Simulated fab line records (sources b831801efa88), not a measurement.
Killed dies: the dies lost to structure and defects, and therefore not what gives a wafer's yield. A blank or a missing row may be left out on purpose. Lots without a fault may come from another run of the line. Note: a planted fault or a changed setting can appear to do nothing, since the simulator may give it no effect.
The tool behind it: which one? | flow gf180mcu | 13 lots, 39 wafers sampled, at 3 steps of a route of 602

== WHAT THE GAUGES READ, wafer by wafer ==
GF_M1_CD_MEAS_14 targets a cd of 230 nm.
lot  | measured     | on        | cd_nm (nm)
L499 | day 17 12:31 | cd_sem-02 | 229.1 229.8 229.3
L500 | day 17 17:34 | cd_sem-01 | 231.0 232.0 232.4
L502 | day 18 10:32 | cd_sem-02 | 228.9 229.0 229.2
L503 | day 18 14:13 | cd_sem-02 | 230.9 229.8 230.3
L504 | day 19 03:21 | cd_sem-02 | 229.0 228.2 227.9
L506 | day 19 20:02 | cd_sem-01 | 230.7 231.3 231.3
L507 | day 20 12:48 | cd_sem-02 | 230.1 231.6 231.2
L509 | day 21 03:41 | cd_sem-02 | 229.5 231.5 230.3
L511 | day 21 23:40 | cd_sem-01 | 230.1 230.3 229.5
L512 | day 22 02:01 | cd_sem-02 | 230.7 230.6 231.6
L514 | day 23 01:07 | cd_sem-01 | 229.5 229.3 229.2
L520 | day 25 07:27 | cd_sem-01 | 228.6 227.6 227.3
L521 | day 25 20:28 | cd_sem-01 | 228.5 227.8 227.6

== WHICH TOOL RAN EACH LOT (tool, then ch and the chambers of the sampled wafers, then the start) ==
lot  | GF_SALICIDE_WET_ETCH_01         | GF_CONTACT_ETCH_16
L499 | wet_bench-03 ch 2, day 15 13:29 | rie_diel-03 ch 0,1,3, day 16 12:07
L500 | wet_bench-04 ch 1, day 15 17:38 | rie_diel-03 ch 1,2,3, day 16 17:13
L502 | wet_bench-01 ch 2, day 16 10:41 | rie_diel-03 ch 1,2,3, day 17 10:49
L503 | wet_bench-03 ch 0, day 16 13:40 | rie_diel-03 ch 0,1,3, day 17 13:46
L504 | wet_bench-01 ch 2, day 17 01:34 | rie_diel-03 ch 0,1,3, day 18 02:01
L506 | wet_bench-01 ch 3, day 17 17:40 | rie_diel-03 ch 0,1,2, day 18 18:33
L507 | wet_bench-04 ch 2, day 18 08:08 | rie_diel-04 ch 0,1,3, day 19 10:34
L509 | wet_bench-01 ch 1, day 19 00:56 | rie_diel-04 ch 0,1,3, day 20 02:31
L511 | wet_bench-01 ch 2, day 19 20:47 | rie_diel-04 ch 0,1, day 20 22:12
L512 | wet_bench-01 ch 0, day 19 23:43 | rie_diel-04 ch 1,3, day 21 01:07
L514 | wet_bench-03 ch 1, day 21 00:28 | rie_diel-03 ch 2,3, day 22 01:10
L520 | wet_bench-01 ch 3, day 23 09:28 | rie_diel-04 ch 0,1,2, day 24 08:39
L521 | wet_bench-01 ch 0, day 23 22:34 | rie_diel-04 ch 1,2,3, day 24 21:55
- GF_SALICIDE_WET_ETCH_01: etches SiO2 in dHF, target depth 5 nm, time 100 s.
- GF_CONTACT_ETCH_16: etches BARC in N2/H2.

== WHAT THE TOOLS THEMSELVES READ (means of the sampled wafers that have a number; where no wafer has one, the mark that the record gives instead) ==
GF_SALICIDE_WET_ETCH_01.
lot  | tool         | bath_heat_duty_pct (%) | run_length_s (s)
L499 | wet_bench-03 | 5.9                    | 126.2
L500 | wet_bench-04 | 5.8                    | 125.8
L502 | wet_bench-01 | 6.2                    | 128.6
L503 | wet_bench-03 | 6.4                    | 126.4
L504 | wet_bench-01 | 6.2                    | 126.5
L506 | wet_bench-01 | 6.9                    | 126.2
L507 | wet_bench-04 | 6.8                    | 128.1
L509 | wet_bench-01 | 6.0                    | 126.0
L511 | wet_bench-01 | 6.5                    | 202.8
L512 | wet_bench-01 | 6.1                    | 208.1
L514 | wet_bench-03 | 5.5                    | 125.6
L520 | wet_bench-01 | 6.7                    | 124.9
L521 | wet_bench-01 | 5.6                    | 125.8

GF_CONTACT_ETCH_16.
lot  | tool        | drypump_motor_current_A (A) | oes_product_au (a.u.) | rf_fwd_power_W (W) | throttle_valve_pct (%)
L499 | rie_diel-03 | 5.3                         | 0.857                 | 494.2              | 13.225
L500 | rie_diel-03 | 5.6                         | 0.854                 | 492.8              | 13.229
L502 | rie_diel-03 | 5.6                         | 0.858                 | 494.7              | 13.223
L503 | rie_diel-03 | 5.3                         | 0.857                 | 493.1              | 13.225
L504 | rie_diel-03 | 5.3                         | 0.858                 | 495.4              | 13.226
L506 | rie_diel-03 | 5.3                         | 0.853                 | 495.3              | 13.227
L507 | rie_diel-04 | 5.6                         | 0.854                 | 495.1              | 13.220
L509 | rie_diel-04 | 5.7                         | 0.854                 | 496.5              | 13.226
L511 | rie_diel-04 | 5.7                         | 0.857                 | 496.9              | 13.219
L512 | rie_diel-04 | 5.5                         | 0.854                 | 495.7              | 13.222
L514 | rie_diel-03 | 5.6                         | 0.857                 | 496.6              | 13.228
L520 | rie_diel-04 | 5.9                         | 0.857                 | 495.7              | 13.221
L521 | rie_diel-04 | 5.8                         | 0.852                 | 496.3              | 13.234

== THE ANSWER, worked out from the rows above alone ==
Rule: what is usual is taken from the lots themselves. The widest of any qualifying gaps counts: lots, ordered by their means at a reading, are off when they make up no more than a third of the lots, leave a main group of 4 or more, and stand apart from it by 3 or more times the standard deviation of that group's means. If all means in a main group match to the digits the tables above print for the reading, that group is not used. Also off: a lot with no number at a reading for which 4 or more lots have one. Any other lot the step has rows for is counted as sound. The gauges are gone through in route order, then the tools' own readings, and for those a lot's mean is taken as printed above. At the first step where some lot is off, the reading lying furthest off is the one used; lots without a number count as furthest.
Off, at GF_SALICIDE_WET_ETCH_01 on run_length_s: L511, L512. The main group: mean 126.4 s, standard deviation 1.
A tool fits if, at that step or a process step before it, it ran every lot that is off, and no sound lot after the first of them. None of those tried fits.

== WHAT THE SIMULATOR PUT IN ==
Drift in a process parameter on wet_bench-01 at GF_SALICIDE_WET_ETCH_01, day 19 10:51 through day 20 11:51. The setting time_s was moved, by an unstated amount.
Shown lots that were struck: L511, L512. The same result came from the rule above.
